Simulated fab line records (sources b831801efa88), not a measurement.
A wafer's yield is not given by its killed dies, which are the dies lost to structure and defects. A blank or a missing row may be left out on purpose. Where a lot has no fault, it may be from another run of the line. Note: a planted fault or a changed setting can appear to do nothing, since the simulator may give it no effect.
Matching of chambers	flow sky130	SKY_LI_CONTACT_HDPCVD_00 on hdpcvd-01: 3 sister chambers
The step deposits PSG, target thk 930 nm, time 155 s. 6 wafers are shown with their chamber, then 7 later ones without.

== WAFERS WITH THEIR CHAMBER ==
wafer	chamber	runLengthS (s)
L742.2	2	184.0
L744.4	2	183.8
L745.2	1	182.4
L754.1	1	181.9
L757.1	0	182.4
L757.5	0	181.8

== WAFERS WHOSE CHAMBER IS MISSING ==
wafer	runLengthS (s)
L757.6	183.9
L760.2	183.5
L760.4	183.5
L760.5	181.8
L762.1	182.4
L762.4	182.2
L762.5	183.8

== WHICH CHAMBER EACH ONE RAN IN ==
wafer	from the rows above	in truth
L757.6	2	2
L760.2	2	2
L760.4	2	2
L760.5	can't be placed: 0 or 1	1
L762.1	can't be placed: 1 or 0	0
L762.4	can't be placed: 1 or 0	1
L762.5	2	2
Placed correctly: 4 of 7. Can't be placed from these rows: 3 (the true chamber is among the candidates in 3). Placed wrongly: 0.
How it was worked out, from the rows above alone: a wafer's distance from a chamber is the root of the sum, over the readings, of the square of ((its reading less the chamber's mean) divided by the reading's scatter). If the next closest chamber is less than 2 further off than the closest, the wafer can't be placed; otherwise it belongs to the closest. A chamber's mean is the mean of its shown wafers. The scatter is the square root of a quotient: the sum, over the shown wafers, of each reading's squared deviation from its chamber's mean, divided by wafers minus chambers.
